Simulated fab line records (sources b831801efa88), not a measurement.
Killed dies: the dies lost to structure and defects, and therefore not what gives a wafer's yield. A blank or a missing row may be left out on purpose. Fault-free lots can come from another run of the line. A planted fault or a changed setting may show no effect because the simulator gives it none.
Which tool did it? + flow sky130 + 13 lots, 39 wafers sampled, at 4 steps of a route of 708

## WHAT EACH GAUGE READ, for each wafer
SKY_CAPM_THK_MEAS_01.
| lot  | measured     | on           | CAPM_CVD_00_THK (nm) |
|------|--------------|--------------|----------------------|
| L526 | day 38 03:32 | filmMetro-02 | 15.23 15.38 15.13    |
| L528 | day 38 21:56 | filmMetro-01 | 15.43 15.52 15.71    |
| L529 | day 39 00:59 | filmMetro-01 | 15.77 15.94 16.08    |
| L530 | day 39 09:59 | filmMetro-03 | 15.88 15.80 16.14    |
| L532 | day 40 01:42 | filmMetro-02 | 15.34 15.91 15.42    |
| L533 | day 40 05:46 | filmMetro-02 | 15.29 15.43 15.30    |
| L534 | day 40 08:58 | filmMetro-03 | 15.48 16.24 15.65    |
| L537 | day 41 07:02 | filmMetro-01 | 15.44 15.53 15.50    |
| L538 | day 41 11:32 | filmMetro-01 | 15.00 15.99 15.35    |
| L542 | day 42 11:34 | filmMetro-03 | 15.13 15.41 15.51    |
| L544 | day 43 04:45 | filmMetro-01 | 15.31 15.65 15.57    |
| L545 | day 43 08:40 | filmMetro-01 | 15.44 15.75 16.01    |
| L547 | day 44 00:22 | filmMetro-02 | 15.43 15.20 15.46    |

SKY_VIA3_CD_MEAS_12: target cd 200 nm.
| lot  | measured     | on       | cdNm (nm)         |
|------|--------------|----------|-------------------|
| L526 | day 41 09:20 | cdSem-02 | 199.1 198.8 199.2 |
| L528 | day 42 04:56 | cdSem-01 | 198.5 198.5 197.3 |
| L529 | day 42 06:10 | cdSem-01 | 199.6 198.9 200.4 |
| L530 | day 42 14:48 | cdSem-02 | 201.4 201.4 201.0 |
| L532 | day 43 05:29 | cdSem-01 | 197.7 198.4 198.8 |
| L533 | day 43 08:03 | cdSem-02 | 197.3 197.1 196.9 |
| L534 | day 43 10:38 | cdSem-02 | 201.0 200.1 199.8 |
| L537 | day 44 08:58 | cdSem-02 | 199.7 199.4 200.6 |
| L538 | day 44 14:13 | cdSem-02 | 200.4 199.8 199.5 |
| L542 | day 45 09:44 | cdSem-01 | 198.6 198.0 198.3 |
| L544 | day 46 03:39 | cdSem-01 | 203.6 201.9 202.8 |
| L545 | day 46 06:55 | cdSem-01 | 199.1 197.2 197.4 |
| L547 | day 46 20:38 | cdSem-02 | 199.8 199.1 199.7 |

## TOOL THAT RAN EACH LOT (tool first, then ch and the chambers of the sampled wafers, then the start)
| lot  | SKY_METAL3_METAL_ETCH_18         | SKY_METAL3_STRIP_19                 |
|------|----------------------------------|-------------------------------------|
| L526 | rieMetal-03 ch 0,1, day 40 07:41 | plasmaAsher-02 ch 0,1, day 40 07:51 |
| L528 | rieMetal-03 ch 1, day 41 02:35   | plasmaAsher-03 ch 0,1, day 41 02:45 |
| L529 | rieMetal-01 ch 0,1, day 41 04:12 | plasmaAsher-01 ch 0,1, day 41 04:21 |
| L530 | rieMetal-03 ch 0,1, day 41 13:08 | plasmaAsher-01 ch 0, day 41 13:19   |
| L532 | rieMetal-02 ch 0,1, day 42 04:05 | plasmaAsher-02 ch 0,1, day 42 04:16 |
| L533 | rieMetal-01 ch 0,1, day 42 07:31 | plasmaAsher-01 ch 0,1, day 42 07:41 |
| L534 | rieMetal-03 ch 0,1, day 42 09:49 | plasmaAsher-01 ch 0,1, day 42 09:59 |
| L537 | rieMetal-01 ch 0, day 43 07:50   | plasmaAsher-01 ch 0,1, day 43 08:06 |
| L538 | rieMetal-01 ch 0, day 43 13:28   | plasmaAsher-01 ch 0,1, day 43 13:44 |
| L542 | rieMetal-01 ch 0,1, day 44 10:32 | plasmaAsher-02 ch 0,1, day 44 10:43 |
| L544 | rieMetal-03 ch 0,1, day 45 04:05 | plasmaAsher-03 ch 0,1, day 45 04:16 |
| L545 | rieMetal-02 ch 0,1, day 45 07:35 | plasmaAsher-02 ch 0,1, day 45 07:46 |
| L547 | rieMetal-02 ch 0,1, day 45 22:04 | plasmaAsher-01 ch 0,1, day 45 22:18 |
- SKY_METAL3_METAL_ETCH_18: etches the open film in Cl2/BCl3, stops on SiO2, target depth 845 nm, time 183.1 s.
- SKY_METAL3_STRIP_19: strips in O2/N2.

## AS READ BY THE TOOLS THEMSELVES (means over the sampled wafers that have a number; for cases with no such wafer, the mark the record gives instead)
SKY_METAL3_METAL_ETCH_18.
| lot  | tool        | drypumpMotorCurrentA (A) | mfcCl2Sccm (sccm) | oesProductAu (a.u.) | throttleValvePct (%) |
|------|-------------|--------------------------|-------------------|---------------------|----------------------|
| L526 | rieMetal-03 | 5.41                     | 59.75             | 0.862               | 22.263               |
| L528 | rieMetal-03 | 5.62                     | 59.86             | 0.863               | 22.265               |
| L529 | rieMetal-01 | 5.56                     | 59.94             | 0.852               | 22.261               |
| L530 | rieMetal-03 | 5.23                     | 60.22             | 0.872               | 22.269               |
| L532 | rieMetal-02 | 5.38                     | 59.87             | 0.864               | 22.270               |
| L533 | rieMetal-01 | 5.58                     | 60.10             | 0.860               | 22.267               |
| L534 | rieMetal-03 | 5.24                     | 59.88             | 0.864               | 22.267               |
| L537 | rieMetal-01 | 5.74                     | 59.97             | 0.862               | 22.255               |
| L538 | rieMetal-01 | 5.75                     | 59.98             | 0.866               | 22.274               |
| L542 | rieMetal-01 | 5.42                     | 59.89             | 0.867               | 22.264               |
| L544 | rieMetal-03 | 5.44                     | 60.12             | 0.863               | 22.263               |
| L545 | rieMetal-02 | 5.39                     | 59.98             | 0.865               | 22.262               |
| L547 | rieMetal-02 | 5.38                     | 60.12             | 0.864               | 22.261               |

SKY_METAL3_STRIP_19.
| lot  | tool           | drypumpMotorCurrentA (A) | oesProductAu (a.u.) | stripTimeToEndpointS (s) |
|------|----------------|--------------------------|---------------------|--------------------------|
| L526 | plasmaAsher-02 | 5.2                      | 0.503               | 6.52                     |
| L528 | plasmaAsher-03 | 6.1                      | 0.500               | 6.57                     |
| L529 | plasmaAsher-01 | 6.0                      | 0.508               | 6.64                     |
| L530 | plasmaAsher-01 | 5.2                      | 0.505               | 6.54                     |
| L532 | plasmaAsher-02 | 5.2                      | 0.500               | 6.50                     |
| L533 | plasmaAsher-01 | 6.0                      | 0.509               | 6.67                     |
| L534 | plasmaAsher-01 | 6.0                      | 0.503               | 6.60                     |
| L537 | plasmaAsher-01 | 5.7                      | 0.506               | 6.72                     |
| L538 | plasmaAsher-01 | 5.6                      | 0.510               | 6.77                     |
| L542 | plasmaAsher-02 | 5.2                      | 0.531               | 7.17                     |
| L544 | plasmaAsher-03 | 6.1                      | 0.503               | 6.57                     |
| L545 | plasmaAsher-02 | 5.2                      | 0.498               | 6.42                     |
| L547 | plasmaAsher-01 | 5.9                      | 0.488               | 6.40                     |

## THE ANSWER, worked out from the rows above alone
Rule: the lots themselves supply what counts as usual. The widest of any qualifying gaps counts: lots, ordered by their means at a reading, are off when they make up no more than a third of the lots, leave a main group of 4 or more, and stand apart from it by 3 or more times the standard deviation of that group's means. A main group is skipped when, at the precision printed for the reading in the tables above, its means are all equal. Also off: a lot with no number at a reading for which 4 or more lots have one. All remaining lots with rows at the step are treated as sound. Order of review: gauges by route order, followed by the tools' own readings, for which a lot's mean as printed above is used. The first step at which some lot is off is used, and at that step the reading that is off furthest; a lot without a number counts as furthest.
Off: L542, at SKY_METAL3_STRIP_19 (stripTimeToEndpointS). Main group: mean 6.58 s, sd 0.11.
If a tool, at that step or one of the process steps before it, ran each lot that is off and ran no sound lot following the first of them, it fits. One fits: rieMetal-01 at SKY_METAL3_METAL_ETCH_18. A fault onset in the window from L538 (day 43 13:28, its last sound lot) to L542 (day 44 10:32, its first lot off) fits.

## WHAT THE SIMULATOR HAD PUT IN
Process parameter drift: rieMetal-01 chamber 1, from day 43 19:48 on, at SKY_METAL3_METAL_ETCH_18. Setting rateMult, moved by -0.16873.
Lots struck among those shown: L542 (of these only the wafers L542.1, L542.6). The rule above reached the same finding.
